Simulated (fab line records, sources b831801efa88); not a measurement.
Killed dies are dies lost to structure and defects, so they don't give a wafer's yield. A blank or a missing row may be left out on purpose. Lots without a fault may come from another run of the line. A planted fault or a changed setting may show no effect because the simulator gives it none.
fab line records | flow sky130
record lots=7 wafers=21 last_day=50
route steps=708 shown LDD_LDN@292 SPACER@304 PAD_OPEN@708
lots that met no fault: from a run of the same line without faults
start_h: hours from the record's first day to the start of the lot's first wafer shown | wait_h: hours since the lot's step before | " the same as in the row above | L1.1+2: a row that stands for several wafers | - no value, or no start given | * or withheld: withheld | < > ~ a bound
route shown NAME@n: a module of which the file shows steps, and the number in the route of the first | usual: mean/standard deviation of fault-free wafers | same: alike in all rows | chamber/n: place in a boat | sites: the reading at each site | _std_site: their standard deviation | _edge_site: outer sites' mean less inner sites' | radius_mm: how far each site lies from the wafer's centre | mask NAME#n: copy n | behind: the tool/chamber that last shaped the wafer | hold: why the lot was held/for how many hours/how that ended | device: the transistor (n, p or np) that didn't switch | end of line: the same wafers' tests at the end of the route | a step without rows: its recipe alone | killed: dies lost to structure and defects at the first sort, not the wafer's yield | map: a wafer's dies, x killed, . not, _ none there
set.NAME: the setting as run; set.NAME@STEP: as run at that earlier step | model.NAME: the simulator's own value behind a step, which no gauge read
lots at some steps of the route; a table a step, a row a wafer
services: from which hour (start_h, from the record's first day; less than 0 if before it) a tool's chamber was out of use, for how many hours, and why
## steps
# step SKY_LDD_LDN_SOFTBAKE_03
# recipe temp_c=90 time_s=60 resist=NOVOLAK
# step SKY_LDD_LDN_EXPOSE_04
# recipe mask_id=LDNTM na=0.6 source_shape=conventional sigma_outer=0.6 polarization=unpolarized target_cd_nm=700 dose_mj=140
# step SKY_LDD_LDN_PEB_05
# recipe temp_c=withheld time_s=* resist=NOVOLAK
# step SKY_LDD_LDN_DEVELOP_06
# recipe resist=NOVOLAK developer=TMAH develop_time_s=60 dev_temp_c=23
# step SKY_LDD_LDN_OVL_MEAS_07
# usual LDD_LDN_OVL=-1.1/1.3
# columns lot.wafer tool chamber start_h wait_h LDD_LDN_OVL[nm]
L511.2 overlay-01 - 561.41 0.1 -2.0
L511.3 " - " " -2.6
L511.4 " - " " -0.7
L513.1 overlay-02 - 587.06 0.1 0.1
L513.2 " - " " 0.4
L513.6 " - " " 0.6
L514.1 overlay-01 - 591.23 0.1 -1.2
L514.2 " - " " -2.2
L514.4 " - " " -1.5
L515.2 overlay-02 - 613.86 0.1 -1.0
L515.3 " - " " -0.6
L515.6 " - " " -0.8
L517.3 overlay-01 - 640.52 0.1 -2.1
L517.4 " - " " -0.9
L517.6 " - " " -1.5
L519.1 overlay-01 - 646.56 0.1 0.1
L519.3 " - " " -1.6
L519.4 " - " " -2.0
L529.1 overlay-02 - 708.23 0.1 -2.1
L529.3 " - " " -1.4
L529.6 " - " " -1.1
# step SKY_LDD_LDN_IMPLANT_08
# recipe species=As energy_kev=15 dose_cm2=1.25e+13 tilt_deg=withheld rotation_deg=23
# step SKY_LDD_LDN_IMPLANT_09
# recipe species=As energy_kev=15 dose_cm2=1.25e+13 tilt_deg=withheld rotation_deg=113
# step SKY_LDD_LDN_IMPLANT_10
# recipe species=As energy_kev=15 dose_cm2=1.25e+13 tilt_deg=withheld rotation_deg=203
# step SKY_LDD_LDN_IMPLANT_11
# recipe species=As energy_kev=15 dose_cm2=1.25e+13 tilt_deg=withheld rotation_deg=293
# step SKY_LDD_LDN_STRIP_12
# recipe chemistry=O2/N2 power_w=1400 pressure_mtorr=1500 platen_temp_c=withheld o2_flow_sccm=3000 n2_flow_sccm=300 overash_fraction=0.5
# usual drypump_motor_current_A=5.8/0.43 oes_product_au=0.716/0.0044 strip_time_to_endpoint_s=14.18/0.037
# same overash_fraction=0.5
# columns lot.wafer tool chamber start_h wait_h drypump_motor_current_A oes_product_au rf_hours_counter_h strip_time_to_endpoint_s
L511.2 plasma_asher-02 0 562.07 0.1 5.5 0.718 71 14.19
L511.3 " 0 " " 5.5 0.717 - 14.20
L511.4 " 1 " " 6.2 0.714 - 14.15
L513.1 plasma_asher-03 1 587.69 0.1 6.1 0.712 93 14.24
L513.2 " 0 " " 5.4 0.713 93 14.18
L513.6 " 1 " " 6.1 0.724 - 14.19
L514.1 plasma_asher-01 0 591.87 0.1 6.1 0.719 50 14.11
L514.2 " 1 " " 5.1 0.713 50 14.13
L514.4 " 0 " " 6.1 0.711 - 14.10
L515.2 plasma_asher-02 0 614.49 0.1 5.5 0.714 78 14.22
L515.3 " 1 " " 6.2 0.713 - 14.19
L515.6 " 1 " " 6.2 0.716 - 14.19
L517.3 plasma_asher-01 0 641.17 0.1 6.2 0.713 - 14.19
L517.4 " 1 " " 5.1 0.711 - 14.21
L517.6 " 0 " " 6.2 0.712 - 14.16
L519.1 plasma_asher-03 1 647.19 0.1 6.2 0.722 99 14.10
L519.3 " 0 " " 5.4 0.719 - 14.12
L519.4 " 1 " " 6.1 0.726 - 14.11
L529.1 plasma_asher-02 0 708.87 0.1 5.6 0.714 87 14.18
L529.3 " 0 " " 5.6 0.719 - 14.26
L529.6 " 1 " " 6.2 0.711 - 14.19
# step SKY_LDD_LDN_TW_MEAS_13
# usual LDD_LDN_TW=1491/10
# columns lot.wafer tool chamber start_h wait_h LDD_LDN_TW
L511.2 film_metro-03 - 562.18 0.1 1507
L511.3 " - " " 1502
L511.4 " - " " 1509
L513.1 film_metro-04 - 587.79 0.1 1487
L513.2 " - " " 1491
L513.6 " - " " 1490
L514.1 film_metro-03 - 591.97 0.1 1512
L514.2 " - " " 1506
L514.4 " - " " 1512
L515.2 film_metro-02 - 614.60 0.1 1494
L515.3 " - " " 1488
L515.6 " - " " 1488
L517.3 film_metro-04 - 641.26 0.1 1489
L517.4 " - " " 1491
L517.6 " - " " 1490
L519.1 film_metro-04 - 647.29 0.1 1487
L519.3 " - " " 1483
L519.4 " - " " 1478
L529.1 film_metro-03 - 708.97 0.1 1505
L529.3 " - " " 1504
L529.6 " - " " 1505
# step SKY_LDD_LDN_CLEAN_14
# recipe chemistry=SC1/SC2 mix=1:4:20 temp_c=70 time_s=150 dry=n2_spin
# step SKY_SPACER_CVD_00
# recipe material=Si3N4 precursor=DCS/NH3 target_thk_nm=43.1 temp_c=770 time_s=740 pressure_mtorr=250
# usual pressure_mtorr=250.0/0.43 spike_tc_bottom_C=791.1/0.98 spike_tc_lower_C=769.9/1.5 spike_tc_top_C=783.8/1.9
# columns lot.wafer tool chamber start_h wait_h pressure_mtorr spike_tc_bottom_C spike_tc_lower_C spike_tc_top_C
L511.2 lpcvd-02 0 563.02 0.7 249.9 791.6 772.7 786.2
L511.3 " 0 " " 249.9 791.1 771.6 784.5
L511.4 " 0 " " 250.4 791.2 771.0 787.2
L513.1 lpcvd-02 0 587.90 0.0 249.7 793.3 771.1 784.9
L513.2 " 0 " " 250.1 791.7 772.1 787.0
L513.6 " 0 " " 249.8 790.1 769.7 784.4
L514.1 lpcvd-02 1 593.12 1.0 - - - -
L514.2 " 1 " " - - - -
L514.4 " 1 " " - - - -
L515.2 lpcvd-02 1 614.70 0.0 - - - -
L515.3 " 1 " " - - - -
L515.6 " 1 " " - - - -
L517.3 lpcvd-02 0 641.35 0.0 - - - -
L517.4 " 0 " " - - - -
L517.6 " 0 " " - - - -
L519.1 lpcvd-02 1 649.05 1.6 249.7 791.1 768.6 782.7
L519.3 " 1 " " 249.1 792.1 770.6 781.8
L519.4 " 1 " " 249.4 792.4 769.0 782.4
L529.1 lpcvd-02 1 710.36 1.3 249.3 791.2 771.1 781.5
L529.3 " 1 " " 249.7 790.6 769.8 782.3
L529.6 " 1 " " 249.7 790.9 767.6 781.4
# step SKY_PAD_OPEN_PROBE_99
# usual defect_limited_yield=82.5/1.8 killed_at_M0_to_M3=43/6.5 killed_at_M4_up=3/1.7 killed_at_contacts=25/5.1 killed_at_front_end=15/3.8 killed_at_other=0.2/0.45 killed_dies=86/8.8 killed_open=47/6.7 killed_short=39/6 sort_bin_3_pad_short=0.9/0.46 sort_bin_5_function=10.2/1.4 sort_bin_6_memory=6.4/1 sort_n_pass=406/8.8 sort_yield_pct=82.5/1.8
# same gross_dies=492 killed_at_back_side=0 sort_bin_4_leakage[%]=0 sort_bin_8_speed[%]=0
# columns lot.wafer tool chamber start_h wait_h defect_limited_yield[%] killed_at_M0_to_M3 killed_at_M4_up killed_at_contacts killed_at_front_end killed_at_other killed_dies killed_open killed_short sort_bin_3_pad_short[%] sort_bin_5_function[%] sort_bin_6_memory[%] sort_n_pass sort_yield_pct[%]
L511.2 prober-02 - 1102.92 0.1 80.7 54 2 18 20 1 95 47 48 0.2 11.2 7.9 397 80.7
L511.3 prober-02 - 1102.97 0.2 82.9 42 3 25 13 1 84 45 39 1.4 8.3 7.3 408 82.9
L511.4 prober-02 - 1103.02 0.2 83.1 42 2 27 11 1 83 43 40 1.2 10.0 5.7 409 83.1
L513.1 prober-02 - 1118.37 0.1 83.1 42 3 30 8 0 83 43 40 1.0 10.0 5.9 409 83.1
L513.2 prober-02 - 1118.42 0.1 84.6 45 3 17 11 0 76 35 41 0.6 7.3 7.5 416 84.6
L513.6 prober-02 - 1118.62 0.2 80.3 53 6 26 12 0 97 54 43 0.4 11.2 8.1 395 80.3
L519.1 prober-01 - 1160.84 0.1 80.3 51 1 29 16 0 97 51 46 1.2 11.4 7.1 395 80.3
L519.3 prober-01 - 1160.94 0.2 84.3 42 6 16 13 0 77 42 35 0.8 7.9 6.9 415 84.3
L519.4 prober-01 - 1160.99 0.2 80.5 53 3 26 14 0 96 53 43 0.8 12.4 6.3 396 80.5
L529.1 prober-02 - 1197.96 0.1 80.7 46 2 28 18 1 95 55 40 1.4 10.6 7.3 397 80.7
L529.3 prober-02 - 1198.06 0.2 84.6 33 2 29 12 0 76 35 41 0.8 10.6 4.1 416 84.6
L529.6 prober-02 - 1198.21 0.2 85.8 38 3 16 13 0 70 41 29 0.4 8.1 5.7 422 85.8
# killed by level:class
L511.2 VIA2:geometric_particle:open=11 VIA1:geometric_particle:open=9 METAL2:geometric_particle:short=8 VIA3:geometric_particle:open=7 FIELD_ISO:geometric_particle:short=6 CONTACT:geometric_particle:short=6 CONTACT:geometric_particle:open=6 METAL1:geometric_particle:short=5
L511.3 VIA1:geometric_particle:open=8 LI_CONTACT:geometric_particle:open=7 CONTACT:geometric_particle:open=7 VIA2:geometric_particle:open=7 LOCAL_INTERCONNECT:geometric_particle:short=6 VIA1:geometric_particle:short=6 FIELD_ISO:geometric_particle:open=5 VIA3:geometric_particle:open=4
L511.4 VIA1:geometric_particle:open=18 CONTACT:geometric_particle:open=10 LI_CONTACT:geometric_particle:open=6 METAL1:geometric_particle:short=6 FIELD_ISO:geometric_particle:short=5 VIA1:geometric_particle:short=5 LOCAL_INTERCONNECT:geometric_particle:short=4 CONTACT:geometric_particle:short=4
L513.1 METAL2:geometric_particle:short=10 LI_CONTACT:geometric_particle:open=9 CONTACT:geometric_particle:open=9 CONTACT:geometric_particle:short=6 VIA1:geometric_particle:open=6 METAL1:geometric_particle:short=6 VIA2:geometric_particle:open=5 LOCAL_INTERCONNECT:geometric_particle:short=4
L513.2 METAL2:geometric_particle:short=11 VIA1:geometric_particle:open=9 VIA1:geometric_particle:short=7 LI_CONTACT:geometric_particle:open=6 CONTACT:geometric_particle:short=6 POLY_GATE:geometric_particle:short=4 CONTACT:geometric_particle:open=4 VIA3:geometric_particle:short=4
L513.6 VIA1:geometric_particle:open=14 CONTACT:geometric_particle:open=13 METAL2:geometric_particle:short=9 VIA2:geometric_particle:open=8 VIA2:geometric_particle:short=6 METAL4:geometric_particle:short=5 VIA1:geometric_particle:short=5 FIELD_ISO:geometric_particle:open=4
L519.1 VIA1:geometric_particle:open=14 CONTACT:geometric_particle:open=9 LI_CONTACT:geometric_particle:open=8 VIA1:geometric_particle:short=7 LOCAL_INTERCONNECT:geometric_particle:short=6 VIA2:geometric_particle:open=6 VIA2:geometric_particle:short=6 POLY_GATE:geometric_particle:short=5
L519.3 VIA1:geometric_particle:open=12 VIA2:geometric_particle:open=8 METAL1:geometric_particle:short=6 VIA1:geometric_particle:short=6 METAL4:geometric_particle:short=5 POLY_GATE:geometric_particle:open=4 LI_CONTACT:geometric_particle:open=4 LOCAL_INTERCONNECT:geometric_particle:short=4
L519.4 CONTACT:geometric_particle:open=15 VIA1:geometric_particle:open=9 VIA2:geometric_particle:open=9 METAL1:geometric_particle:short=8 VIA3:geometric_particle:open=7 METAL2:geometric_particle:short=7 LOCAL_INTERCONNECT:geometric_particle:short=5 FIELD_ISO:geometric_particle:short=4
L529.1 VIA3:geometric_particle:open=11 LI_CONTACT:geometric_particle:open=9 VIA1:geometric_particle:open=9 CONTACT:geometric_particle:open=8 METAL1:geometric_particle:short=6 POLY_GATE:geometric_particle:open=5 POLY_GATE:geometric_particle:short=5 METAL2:geometric_particle:short=5
L529.3 LI_CONTACT:geometric_particle:open=8 CONTACT:geometric_particle:short=7 METAL2:geometric_particle:short=7 VIA1:geometric_particle:open=6 CONTACT:geometric_particle:open=6 VIA2:geometric_particle:open=5 LOCAL_INTERCONNECT:geometric_particle:short=4 SPACER:geometric_particle:short=4
L529.6 VIA1:geometric_particle:open=8 CONTACT:geometric_particle:open=7 VIA3:geometric_particle:open=7 METAL2:geometric_particle:short=6 LI_CONTACT:geometric_particle:open=5 VIA3:geometric_particle:short=5 VIA2:geometric_particle:open=5 FIELD_ISO:geometric_particle:short=4
## services
# columns tool chamber start_h hours kind
plasma_asher-01 - 558.86 0.9 repair
lpcvd-02 - 637.80 2.0 repair
plasma_asher-02 - 680.31 1.0 repair
plasma_asher-02 - 693.58 2.8 pm
## key
first_sign step=SKY_SPACER_CVD_00 reading=tool_record direction=missing
effect none on later readings
met_at SKY_SPACER_CVD_00
struck_wafers L514.1,L514.2,L514.4,L515.2,L515.3,L515.6,L517.3,L517.4,L517.6
scrapped_behind SKY_SPACER_THK_MEAS_01 L514.1,L514.2,L514.4,L515.2,L515.3,L515.6,L517.3,L517.4,L517.6
onset_between 587.90 593.12
fault kind=skipped_step_whole tool=lpcvd-02 chamber=- onset_h=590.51 steps=SKY_SPACER_CVD_00 scope=struck_lots_only
